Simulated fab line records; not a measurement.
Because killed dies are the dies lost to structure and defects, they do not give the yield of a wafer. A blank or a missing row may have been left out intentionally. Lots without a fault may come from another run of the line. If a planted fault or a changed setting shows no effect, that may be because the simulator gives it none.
Split-lot experiment / flow gf180mcu / 5 lots, 23 wafers read, on a route of 602 steps

## ON THE SPLIT
At GF_MVSD_IMPLANT_08, the setting energy_kev was moved away from the recipe's 400 on 7 of the 23 wafers read, by -6.0% to +7.2%. For the rest of the wafers, this setting stayed at what the recipe calls for.

The reading is taken at the split's own step.

## THE READING
implant.drp_nm (the simulator's own value, which no gauge read), in nm, at GF_MVSD_IMPLANT_08. The file gives no usual value for it.

wafer=L076.2; tool, chamber at the split=implanter-01, 0; energy_kev as run=428.9; against the recipe=+7.2%; implant.drp_nm, nm=121; against lot-mates on the recipe=+4.1
wafer=L076.6; tool, chamber at the split=implanter-01, 0; energy_kev as run=428.9; against the recipe=+7.2%; implant.drp_nm, nm=121; against lot-mates on the recipe=+4.1
wafer=L076.3; tool, chamber at the split=implanter-01, 0; energy_kev as run=400; against the recipe=recipe; implant.drp_nm, nm=116.9; against lot-mates on the recipe=-
wafer=L076.4; tool, chamber at the split=implanter-01, 0; energy_kev as run=400; against the recipe=recipe; implant.drp_nm, nm=116.9; against lot-mates on the recipe=-
wafer=L076.5; tool, chamber at the split=implanter-01, 0; energy_kev as run=400; against the recipe=recipe; implant.drp_nm, nm=116.9; against lot-mates on the recipe=-
wafer=L077.1; tool, chamber at the split=implanter-04, 0; energy_kev as run=400; against the recipe=recipe; implant.drp_nm, nm=116.9; against lot-mates on the recipe=-
wafer=L077.2; tool, chamber at the split=implanter-04, 0; energy_kev as run=400; against the recipe=recipe; implant.drp_nm, nm=116.9; against lot-mates on the recipe=-
wafer=L077.6; tool, chamber at the split=implanter-04, 0; energy_kev as run=400; against the recipe=recipe; implant.drp_nm, nm=116.9; against lot-mates on the recipe=-
wafer=L080.1; tool, chamber at the split=implanter-04, 0; energy_kev as run=400; against the recipe=recipe; implant.drp_nm, nm=116.9; against lot-mates on the recipe=-
wafer=L080.2; tool, chamber at the split=implanter-04, 0; energy_kev as run=400; against the recipe=recipe; implant.drp_nm, nm=116.9; against lot-mates on the recipe=-
wafer=L080.3; tool, chamber at the split=implanter-04, 0; energy_kev as run=400; against the recipe=recipe; implant.drp_nm, nm=116.9; against lot-mates on the recipe=-
wafer=L080.5; tool, chamber at the split=implanter-04, 0; energy_kev as run=400; against the recipe=recipe; implant.drp_nm, nm=116.9; against lot-mates on the recipe=-
wafer=L080.6; tool, chamber at the split=implanter-04, 0; energy_kev as run=400; against the recipe=recipe; implant.drp_nm, nm=116.9; against lot-mates on the recipe=-
wafer=L082.1; tool, chamber at the split=implanter-04, 0; energy_kev as run=400; against the recipe=recipe; implant.drp_nm, nm=116.9; against lot-mates on the recipe=-
wafer=L082.5; tool, chamber at the split=implanter-04, 0; energy_kev as run=400; against the recipe=recipe; implant.drp_nm, nm=116.9; against lot-mates on the recipe=-
wafer=L082.2; tool, chamber at the split=implanter-04, 0; energy_kev as run=376; against the recipe=-6.0%; implant.drp_nm, nm=113; against lot-mates on the recipe=-3.9
wafer=L082.3; tool, chamber at the split=implanter-04, 0; energy_kev as run=376; against the recipe=-6.0%; implant.drp_nm, nm=113; against lot-mates on the recipe=-3.9
wafer=L082.6; tool, chamber at the split=implanter-04, 0; energy_kev as run=376; against the recipe=-6.0%; implant.drp_nm, nm=113; against lot-mates on the recipe=-3.9
wafer=L084.1; tool, chamber at the split=implanter-01, 0; energy_kev as run=425.5; against the recipe=+6.4%; implant.drp_nm, nm=120.6; against lot-mates on the recipe=+3.7
wafer=L084.5; tool, chamber at the split=implanter-01, 0; energy_kev as run=425.5; against the recipe=+6.4%; implant.drp_nm, nm=120.6; against lot-mates on the recipe=+3.7
wafer=L084.2; tool, chamber at the split=implanter-01, 0; energy_kev as run=400; against the recipe=recipe; implant.drp_nm, nm=116.9; against lot-mates on the recipe=-
wafer=L084.3; tool, chamber at the split=implanter-01, 0; energy_kev as run=400; against the recipe=recipe; implant.drp_nm, nm=116.9; against lot-mates on the recipe=-
wafer=L084.6; tool, chamber at the split=implanter-01, 0; energy_kev as run=400; against the recipe=recipe; implant.drp_nm, nm=116.9; against lot-mates on the recipe=-

THE FIT
A straight line over all 23 wafers: implant.drp_nm changes by +0.604 nm for each +1% of energy_kev; r = +1.00; the points scatter about the line by 0.12 nm.
The same after taking each lot's own level away (the mean of its wafers on the recipe; 23 wafers): +0.604 nm for each +1%; r = +1.00; scatter 0.12 nm.
The reading moves by 4.4 nm for the largest change in energy_kev, on that fit.
The lots' own levels span 116.90 to 116.90 nm.
The two slopes agree, so the slope changes little with the lot-to-lot level.
Check: +4.34 nm against its lot-mates is what the line predicts for one of the wafers moved furthest among these (+7.2%) when that wafer is left out of the fit. It came out at +4.1 nm against them.

## THESE WAFERS: OTHER SPLITS
These wafers also went through other splits before the reading. Each is held against what the fit with the lots' levels taken away leaves over:
other split on the same wafers=GF_STI_ETCH_13 over_etch_frac; wafers away from the commonest value=7; r with implant.drp_nm (lot level and that fit taken away)=+0.05
other split on the same wafers=GF_DNWELL_COAT_02 spin_rpm; wafers away from the commonest value=4; r with implant.drp_nm (lot level and that fit taken away)=+0.14
other split on the same wafers=GF_DNWELL_SOFTBAKE_03 temp_c; wafers away from the commonest value=10; r with implant.drp_nm (lot level and that fit taken away)=+0.26
other split on the same wafers=GF_NWELL_IMPLANT_08 energy_kev; wafers away from the commonest value=10; r with implant.drp_nm (lot level and that fit taken away)=+0.22
other split on the same wafers=GF_LVPWELL_STRIP_10 pressure_mtorr; wafers away from the commonest value=15; r with implant.drp_nm (lot level and that fit taken away)=-0.36

## THE WHOLE CHAIN: every reading that the file lists as answering this split, in the file's order
step=GF_MVSD_IMPLANT_08; what it does=; reading=implant.rp_nm (the simulator's own value, which no gauge read); change (the file's fit)=+4.48 nm for each +1% of the setting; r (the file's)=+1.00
step=GF_MVSD_IMPLANT_08; what it does=; reading=implant.drp_nm (the simulator's own value, which no gauge read); change (the file's fit)=+0.592 nm for each +1% of the setting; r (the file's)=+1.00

## THE FILE'S OWN FIT
implant.drp_nm changes by +0.592 nm for each +1% of energy_kev, r = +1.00.
